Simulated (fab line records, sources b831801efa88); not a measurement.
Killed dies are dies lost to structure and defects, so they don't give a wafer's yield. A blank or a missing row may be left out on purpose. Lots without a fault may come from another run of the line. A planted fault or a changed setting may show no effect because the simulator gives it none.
fab line records | flow sky130
record lots=12 wafers=36 last_day=50
route steps=708 shown LOCAL_INTERCONNECT@397 METAL1@438
lots that met no fault: from a run of the same line without faults
start_h: hours from the record's first day to the start of the lot's first wafer shown | wait_h: hours since the lot's step before | " the same as in the row above | L1.1+2: a row that stands for several wafers | - no value, or no start given | * or withheld: withheld | < > ~ a bound
route shown NAME@n: a module of which the file shows steps, and the number in the route of the first | usual: mean/standard deviation of fault-free wafers | same: alike in all rows | chamber/n: place in a boat | sites: the reading at each site | _std_site: their standard deviation | _edge_site: outer sites' mean less inner sites' | radius_mm: how far each site lies from the wafer's centre | mask NAME#n: copy n | behind: the tool/chamber that last shaped the wafer | hold: why the lot was held/for how many hours/how that ended | device: the transistor (n, p or np) that didn't switch | end of line: the same wafers' tests at the end of the route | a step without rows: its recipe alone | killed: dies lost to structure and defects at the first sort, not the wafer's yield | map: a wafer's dies, x killed, . not, _ none there
set.NAME: the setting as run; set.NAME@STEP: as run at that earlier step | model.NAME: the simulator's own value behind a step, which no gauge read
steps of the route over a sample of lots; a table a step, a row a wafer
services: from which hour (start_h, from the record's first day; less than 0 if before it) a tool's chamber was out of use, for how many hours, and why
## steps
# step SKY_LOCAL_INTERCONNECT_DEVELOP_10
# recipe develop_time_s=60 resist=KrF-thick dev_temp_c=21
# usual chill_plate_temp_C=23.02/0.11
# columns lot.wafer tool chamber start_h wait_h chill_plate_temp_C
L732.2 litho_track-02 0 695 - 22.98
L732.4 " 0 " " 23.02
L732.5 " 0 " " 23.11
L734.3 litho_track-03 0 714 - 23.11
L734.4 " 0 " " 23.12
L734.6 " 0 " " 23.03
L736.1 litho_track-02 0 729 - 22.97
L736.2 " 0 " " 22.94
L736.3 " 0 " " 23.15
L739.2 litho_track-02 0 762 - 22.97
L739.3 " 0 " " 23.06
L739.4 " 0 " " 23.01
L744.2 litho_track-03 0 800 - 23.09
L744.3 " 0 " " 22.99
L744.6 " 0 " " 23.10
L747.1 litho_track-03 0 818 - 22.91
L747.5 " 0 819 - 23.02
L747.6 " 0 " " 22.80
L748.1 litho_track-03 0 828 - 23.05
L748.5 " 0 " " 23.06
L748.6 " 0 " " 22.94
L750.1 litho_track-01 0 845 - 23.06
L750.4 " 0 " " 23.37
L750.5 " 0 " " 22.96
L751.1 litho_track-01 0 848 - 23.01
L751.2 " 0 " " 22.82
L751.3 " 0 " " 22.87
L752.1 litho_track-03 0 855 - 22.83
L752.2 " 0 " " 22.99
L752.4 " 0 " " 22.96
L753.1 litho_track-02 0 861 - 23.18
L753.2 " 0 " " 23.20
L753.6 " 0 862 - 22.99
L754.1 litho_track-03 0 866 - 22.96
L754.4 " 0 " " 23.06
L754.6 " 0 " " 22.95
# step SKY_LOCAL_INTERCONNECT_CD_MEAS_11
# recipe target_cd_nm=170
# usual cd_nm=169.5/1.5
# columns lot.wafer tool chamber start_h wait_h cd_nm
L732.2 cd_sem-01 - 695.22 - 170.6
L732.4 " - " " 168.9
L732.5 " - " " 172.2
L734.3 cd_sem-01 - 715.01 - 171.0
L734.4 " - " " 170.9
L734.6 " - " " 169.6
L736.1 cd_sem-02 - 729.85 - 168.0
L736.2 " - " " 165.7
L736.3 " - " " 167.9
L739.2 cd_sem-02 - 762.47 - 173.7
L739.3 " - " " 173.8
L739.4 " - " " 174.7
L744.2 cd_sem-01 - 801.12 - 169.1
L744.3 " - " " 168.9
L744.6 " - " " 169.0
L747.1 cd_sem-01 - 819.12 - 170.0
L747.5 " - " " 170.1
L747.6 " - " " 168.9
L748.1 cd_sem-02 - 828.34 - 168.8
L748.5 " - " " 169.9
L748.6 " - " " 168.6
L750.1 cd_sem-02 - 845.99 - 168.2
L750.4 " - " " 168.2
L750.5 " - " " 167.4
L751.1 cd_sem-02 - 848.19 - 171.3
L751.2 " - " " 172.0
L751.3 " - " " 171.6
L752.1 cd_sem-01 - 855.17 - 170.7
L752.2 " - " " 170.3
L752.4 " - " " 171.2
L753.1 cd_sem-01 - 862.06 - 169.5
L753.2 " - " " 168.9
L753.6 " - " " 169.8
L754.1 cd_sem-01 - 866.62 - 171.9
L754.4 " - " " 170.6
L754.6 " - " " 171.8
# step SKY_LOCAL_INTERCONNECT_ETCH_13
# recipe chemistry=N2/H2 target=BARC ion_energy_ev=200 bias_w=100 pressure_mtorr=30 n2_flow_sccm=100 h2_flow_sccm=200 icp_w=500 stop_on=SiO2 time_s=45.9 target_depth_a=600
# usual drypump_motor_current_A=5.8/0.36 oes_product_au=0.855/0.0048 throttle_valve_pct=13.224/0.0097
# columns lot.wafer tool chamber start_h wait_h drypump_motor_current_A oes_product_au rf_hours_counter_h throttle_valve_pct
L732.2 rie_metal-04 1 695.36 0.0 6.4 0.855 13 13.235
L732.4 " 0 " " 5.8 0.857 - 13.225
L732.5 " 1 " " 6.4 0.853 - 13.229
L734.3 rie_metal-04 1 715.15 0.0 6.4 0.858 - 13.236
L734.4 " 0 " " 5.7 0.850 - 13.231
L734.6 " 1 " " 6.4 0.862 - 13.218
L736.1 rie_metal-04 0 730.01 0.0 5.7 0.843 10 13.227
L736.2 " 1 " " 6.4 0.849 14 13.210
L736.3 " 0 " " 5.7 0.857 - 13.227
L739.2 rie_metal-02 1 762.61 0.0 5.6 0.860 6 13.233
L739.3 " 0 " " 5.3 0.854 - 13.214
L739.4 " 1 " " 5.6 0.850 - 13.226
L744.2 rie_metal-02 1 801.26 0.0 5.6 0.857 7 13.244
L744.3 " 0 " " 5.3 0.855 - 13.222
L744.6 " 1 " " 5.6 0.857 - 13.231
L747.1 rie_metal-02 1 819.28 0.0 5.6 0.854 8 13.232
L747.5 " 0 " " 5.3 0.854 - 13.222
L747.6 " 1 " " 5.6 0.864 - 13.223
L748.1 rie_metal-02 1 828.50 0.0 5.6 0.851 8 13.220
L748.5 " 0 " " 5.3 0.861 - 13.234
L748.6 " 1 " " 5.6 0.852 - 13.210
L750.1 rie_metal-04 0 846.15 0.0 5.7 0.868 15 13.238
L750.4 " 1 " " 6.4 0.847 - 13.227
L750.5 " 1 " " 6.4 0.867 - 13.231
L751.1 rie_metal-01 0 848.35 0.0 5.5 0.859 15 13.226
L751.2 " 1 " " 6.0 0.854 0 13.235
L751.3 " 1 " " 6.0 0.850 - 13.246
L752.1 rie_metal-01 1 855.33 0.0 6.0 0.861 0 13.228
L752.2 " 0 " " 5.5 0.865 15 13.231
L752.4 " 0 " " 5.5 0.857 - 13.233
L753.1 rie_metal-04 0 862.21 0.0 5.7 0.857 16 13.218
L753.2 " 1 " " 6.4 0.850 2 13.219
L753.6 " 0 " " 5.7 0.857 - 13.215
L754.1 rie_metal-02 0 866.78 0.0 5.3 0.843 4 13.212
L754.4 " 1 " " 5.6 0.853 - 13.224
L754.6 " 0 " " 5.3 0.857 - 13.219
# step SKY_METAL1_SPUTTER_04
# recipe material=TiN target_thk_nm=70 power_w=6500 time_s=58.3 chamber_pressure_pa=0.4
# usual throttle_valve_pct=30.6/0.79
# columns lot.wafer tool chamber start_h wait_h throttle_valve_pct
L732.2 pvd_sputter-01 - 726.07 0.0 31.8
L732.4 " - " " 29.2
L732.5 " - " " 30.5
L734.3 pvd_sputter-01 - 745.82 0.0 29.0
L734.4 " - " " 30.3
L734.6 " - " " 30.2
L736.1 pvd_sputter-04 - 760.13 0.0 30.3
L736.2 " - " " 30.9
L736.3 " - " " 30.8
L739.2 pvd_sputter-03 - 792.53 0.0 31.9
L739.3 " - " " 29.7
L739.4 " - " " 30.9
L744.2 pvd_sputter-04 - 831.53 0.0 30.8
L744.3 " - " " 31.1
L744.6 " - " " 30.4
L747.1 pvd_sputter-03 - 848.24 0.0 29.6
L747.5 " - " " 31.8
L747.6 " - " " 29.8
L748.1 pvd_sputter-04 - 857.33 0.0 31.1
L748.5 " - " " 30.7
L748.6 " - " " 31.1
L750.1 pvd_sputter-03 - 874.88 0.0 29.5
L750.4 " - " " 30.8
L750.5 " - " " 29.5
L751.1 pvd_sputter-01 - 877.04 0.0 30.5
L751.2 " - " " 29.1
L751.3 " - " " 30.7
L752.1 pvd_sputter-01 - 884.62 0.0 30.7
L752.2 " - " " 30.4
L752.4 " - " " 29.2
L753.1 pvd_sputter-01 - 891.62 0.0 31.6
L753.2 " - " " 29.0
L753.6 " - " " 29.2
L754.1 pvd_sputter-04 - 895.50 0.0 30.5
L754.4 " - " " 30.8
L754.6 " - " " 31.2
# step SKY_METAL1_THK_MEAS_06
# recipe thk_meas_gauge=xrf reads=AlCu_of_METAL1_SPUTTER_02
# usual METAL1_ALCU_THK=248/3
# columns lot.wafer tool chamber start_h wait_h METAL1_ALCU_THK[nm]
L732.2 film_metro-04 - 726.25 0.1 242
L732.4 " - " " 243
L732.5 " - " " 239
L734.3 film_metro-04 - 746.01 0.1 249
L734.4 " - " " 248
L734.6 " - " " 247
L736.1 film_metro-03 - 760.30 0.1 247
L736.2 " - " " 249
L736.3 " - " " 248
L739.2 film_metro-03 - 792.71 0.1 249
L739.3 " - " " 249
L739.4 " - " " 250
L744.2 film_metro-01 - 831.71 0.1 248
L744.3 " - " " 242
L744.6 " - " " 246
L747.1 film_metro-01 - 848.41 0.1 248
L747.5 " - " " 250
L747.6 " - " " 248
L748.1 film_metro-04 - 857.50 0.1 243
L748.5 " - " " 244
L748.6 " - " " 246
L750.1 film_metro-03 - 875.05 0.1 250
L750.4 " - " " 253
L750.5 " - " " 253
L751.1 film_metro-03 - 877.21 0.1 249
L751.2 " - " " 249
L751.3 " - " " 249
L752.1 film_metro-03 - 884.79 0.1 248
L752.2 " - " " 251
L752.4 " - " " 248
L753.1 film_metro-03 - 891.79 0.1 251
L753.2 " - " " 249
L753.6 " - " " 250
L754.1 film_metro-04 - 895.67 0.1 248
L754.4 " - " " 248
L754.6 " - " " 252
## services
# columns tool chamber start_h hours kind
rie_metal-02 0 723.02 10.2 repair
rie_metal-02 0 733.19 - clean
rie_metal-02 0 733.19 29.4 scheduled_down
rie_metal-02 0 733.19 29.4 vent_cycle
rie_metal-02 1 740.58 22.0 repair
rie_metal-04 1 768.00 - clean
rie_metal-04 1 768.00 27.9 scheduled_down
rie_metal-04 1 768.00 27.9 vent_cycle
pvd_sputter-01 - 775.36 1.7 repair
rie_metal-02 0 779.14 9.0 repair
rie_metal-02 - 783.55 1.4 pm
rie_metal-04 0 799.50 5.3 repair
pvd_sputter-01 - 801.59 0.9 repair
litho_track-03 - 804.91 - consumable_replace:filter
pvd_sputter-04 - 808.97 1.4 repair
pvd_sputter-04 - 816.75 6.7 repair
rie_metal-02 - 818.43 0.7 repair
pvd_sputter-01 1 820.58 - consumable_replace:kit
pvd_sputter-01 1 820.58 18.0 scheduled_down
pvd_sputter-01 1 820.58 18.0 vent_cycle
rie_metal-01 1 825.24 - clean
pvd_sputter-04 3 839.86 - consumable_replace:kit
pvd_sputter-04 3 839.86 18.0 scheduled_down
pvd_sputter-04 3 839.86 18.0 vent_cycle
## key
first_sign step=SKY_LOCAL_INTERCONNECT_CD_MEAS_11 reading=cd_nm direction=up sigmas=3.1 usual=169.5 struck=174.1
effect none on later readings
met_at SKY_LOCAL_INTERCONNECT_DEVELOP_10
struck_lots L739
tester_left_out L739
not_acting_at SKY_LOCAL_INTERCONNECT_ETCH_13,SKY_METAL1_SPUTTER_04,SKY_METAL1_THK_MEAS_06
onset_between 729 762
fault kind=process_parameter_drift tool=litho_track-02 chamber=- onset_h=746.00 steps=SKY_LOCAL_INTERCONNECT_DEVELOP_10 channel=develop_time_s offset=* shape=step end_h=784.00 acts_in=* stated=*
# tester_left_out: of these lots the tester's yield and bins aren't shown, on N5 and GAA mostly nor the transistor test; their killed dies are dies lost to structure and defects alone, not to doping, threshold or leakage, so they don't give the yield
